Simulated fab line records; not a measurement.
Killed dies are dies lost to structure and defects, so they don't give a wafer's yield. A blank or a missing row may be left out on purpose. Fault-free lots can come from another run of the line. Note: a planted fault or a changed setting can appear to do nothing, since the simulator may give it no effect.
Problem report, 8D (eight disciplines) form, completed by code || flow gf180mcu || the parts of the form that need people (team, actions taken, sign-off) are left out

== 1. WHAT IS WRONG ==
Mean M2_ALCU_RS at GF_M2_RS_MEAS_05: 0.0429 ohm/sq over 2 wafers in 2 lots; fault-free wafers: 0.0695 ohm/sq, standard deviation 0.00078. Relative to the usual mean, that is a shift of -34 standard deviations.
The step: measures by four-point-probe.
First seen on wafer L808.3, day 25 02:56, on film-metro-02. At this step, 33 wafers from 11 lots have a number in the record. By rule, "out" or "out of limits" means more than 4 standard deviations away from the usual mean. Any other wafer with a number is counted as sound.

== 2. WHAT THIS IS AND IS NOT ==
{"question": "which readings at this step", "is": "M2_ALCU_RS", "is not": "-"}
{"question": "which lots", "is": "L808, L809", "is not": "L789, L791, L792, L793, L795, L799, L800, L804, L810"}
{"question": "which wafers of those lots", "is": "L808.3, L809.3", "is not": "L808.4, L808.5, L809.5, L809.6"}
{"question": "read on which gauges", "is": "film-metro-02", "is not": "film-metro-01, film-metro-03"}
{"question": "when", "is": "from day 25 02:56", "is not": "up to then (26 sound wafers); but 5 sound wafers of L809, L810 came after"}

== 3. WHAT RULES OUT EACH SUSPECT ==
Counting: if a tool at a process step up to the reading ran every lot that is out, it stays a suspect. Sound lots after the first of them don't rule it out here, since some wafers of a struck lot are sound.
- the gauge at GF_M2_RS_MEAS_05: kept. All the wafers that are out were read on film-metro-02, and no step on other tools shows them out.
- pvd-sputter-03 at GF_M2_SPUTTER_02 (material AlCu, target thk 450 nm, time 23.9 s): kept. Every lot that is out went through it, the first being L808 (day 25 02:49); the last sound lot it ran before that was L793 (day 19 19:54).
- pvd-sputter-03 at GF_M2_SPUTTER_04 (material TiN, target thk 50 nm, time 41.7 s): kept. Every lot that is out went through it, the first being L808 (day 25 02:52); the last sound lot it ran before that was L793 (day 19 19:57).
After the count, these remain: pvd-sputter-03 at GF_M2_SPUTTER_02, pvd-sputter-03 at GF_M2_SPUTTER_04 and film-metro-02 at GF_M2_RS_MEAS_05.

== 4. THE CAUSE (what the simulator had put in) ==
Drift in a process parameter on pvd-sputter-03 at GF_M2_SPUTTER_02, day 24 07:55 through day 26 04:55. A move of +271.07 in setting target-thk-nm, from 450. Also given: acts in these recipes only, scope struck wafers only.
After counting, 3 suspects remain, this tool included.

== 5. SEQUENCE OF EFFECTS, ordered by route ==
Rows list readings where the struck wafers' mean (over those with a number) sits beyond 3 standard deviations from the usual. Only readings whose record carries a usual standard deviation are examined. hours: median over the lots of the time between each lot's start at the first step of this table that gives one and its start at this step. sigmas: the change, counted in usual standard deviations.
{"hours": 0, "step": "GF_M2_RS_MEAS_05", "reading": "M2_ALCU_RS", "usual": "0.0695 ohm/sq", "on struck wafers": 0.0429, "change": -0.0266, "sigmas": -34}
{"hours": 0, "step": "GF_M2_THK_MEAS_06", "reading": "M2_ALCU_THK", "usual": "446 nm", "on struck wafers": 725, "change": "+279", "sigmas": "+52"}
{"hours": 22, "step": "GF_M2_METAL_ETCH_16", "reading": "oes-product-au", "usual": "0.972 a.u.", "on struck wafers": 0.994, "change": "+0.022", "sigmas": "+3.1"}
The process steps in it:
- GF_M2_METAL_ETCH_16: etches the open film in Cl2/BCl3, stops on SiO2, target depth 627.5 nm, time 104.6 s.

== 6. WHAT WOULD HAVE CAUGHT IT SOONER ==
19 hours passed between the start of the fault at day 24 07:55 and the first reading out of limits at a measuring or inspecting step in this record, taken at day 25 02:56.
No tool reading at GF_M2_SPUTTER_02 that has a usual standard deviation in the record was out on any struck wafer, so an alarm limit of 4 standard deviations on those readings would not have fired.
Lots out: 2; of these, L809 started GF_M2_SPUTTER_02 on pvd-sputter-03 after day 25 02:56. It would have been spared by a hold on the tool at that moment.
